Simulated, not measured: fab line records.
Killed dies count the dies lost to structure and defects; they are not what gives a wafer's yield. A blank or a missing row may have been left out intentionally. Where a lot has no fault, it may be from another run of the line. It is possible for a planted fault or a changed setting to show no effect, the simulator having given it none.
A single fault, viewed from 2 desks || flow sky130 || what lay behind the numbers comes last; until then each desk has only its own

DESK OF THE TOOL OWNER: plasma asher-04
The tool's own readings at SKY_NWELL_STRIP_14 (strips in O2/N2): means of the sampled wafers that have a number, for each lot that ran on this tool. Any lot whose mean is over 4 standard deviations away from the usual mean is out of limits and marked OUT; that distance is given in the brackets.
Columns: A = chamber pressure mTorr at SKY_NWELL_STRIP_14, usual 1500.0 mTorr; B = drypump motor current A at SKY_NWELL_STRIP_14, usual 5.70 A; C = oes product au at SKY_NWELL_STRIP_14, usual 0.722 a.u.; D = strip time to endpoint s at SKY_NWELL_STRIP_14, usual 36.92 s
{"lot": "L564", "first seen here": "day 4 13:56", "A": 1500.6, "B": 5.55, "C": 0.724, "D": 36.94}
{"lot": "L568", "first seen here": "day 5 13:41", "A": 1500.0, "B": 5.43, "C": 0.720, "D": 36.73}
{"lot": "L570", "first seen here": "day 6 00:51", "A": 1499.7, "B": 5.53, "C": 0.722, "D": 36.94}
{"lot": "L572", "first seen here": "day 6 10:17", "A": "1600.9 (+78) OUT", "B": 5.61, "C": 0.728, "D": 36.61}
{"lot": "L574", "first seen here": "day 7 00:12", "A": "1598.6 (+76) OUT", "B": 5.55, "C": 0.730, "D": "36.36 (-5.6) OUT"}
{"lot": "L584", "first seen here": "day 9 12:42", "A": 1499.8, "B": 5.57, "C": 0.718, "D": 36.68}
{"lot": "L586", "first seen here": "day 9 23:48", "A": 1500.0, "B": 5.58, "C": 0.724, "D": 36.99}
This desk's finding: out of limits on L572, L574; first on L572, day 6 10:17 (chamber pressure mTorr at SKY_NWELL_STRIP_14). L564, L568, L570, L584, L586 stayed within limits.

AT THE METROLOGY DESK
Lot by lot, what the gauges showed, no matter which tool ran the lot: averages of those sampled wafers that carry a number. Any lot whose mean is over 4 standard deviations away from the usual mean is out of limits and marked OUT; that distance is given in the brackets.
Columns: A = VT_ADJUST_LVTN_TW at SKY_VT_ADJUST_LVTN_TW_MEAS_10, usual 240.9
{"lot": "L564", "first seen here": "day 6 21:04", "A": 242.9}
{"lot": "L567", "first seen here": "day 7 20:22", "A": 241.8}
{"lot": "L568", "first seen here": "day 8 00:19", "A": 240.6}
{"lot": "L570", "first seen here": "day 8 13:16", "A": 241.9}
{"lot": "L572", "first seen here": "day 8 23:33", "A": 242.6}
{"lot": "L574", "first seen here": "day 9 15:49", "A": 240.9}
{"lot": "L578", "first seen here": "day 10 20:03", "A": 240.4}
{"lot": "L579", "first seen here": "day 10 22:49", "A": 239.5}
{"lot": "L581", "first seen here": "day 11 14:13", "A": 240.8}
{"lot": "L584", "first seen here": "day 12 12:43", "A": 240.4}
{"lot": "L586", "first seen here": "day 13 01:10", "A": 240.7}
{"lot": "L587", "first seen here": "day 13 08:20", "A": 241.8}
This desk's finding: nothing out of limits on any of the 12 lots.

ALL TOGETHER
An alarm could have come from the tool owner's desk at day 6 10:17, on L572, L574.
The metrology desk saw nothing out of limits.
The metrology desk has L572, L574 on record, within its limits.
Every lot named ran SKY_NWELL_STRIP_14 on plasma asher-04.

WHAT WAS PUT IN BY THE SIMULATOR
plasma asher-04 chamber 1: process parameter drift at SKY_NWELL_STRIP_14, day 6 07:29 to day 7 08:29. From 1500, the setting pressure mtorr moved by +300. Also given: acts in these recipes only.
Lots struck among those shown: L572, L574.
How many hours passed from the start of the fault until each desk's first out-of-limits reading: the tool owner's desk, 3.
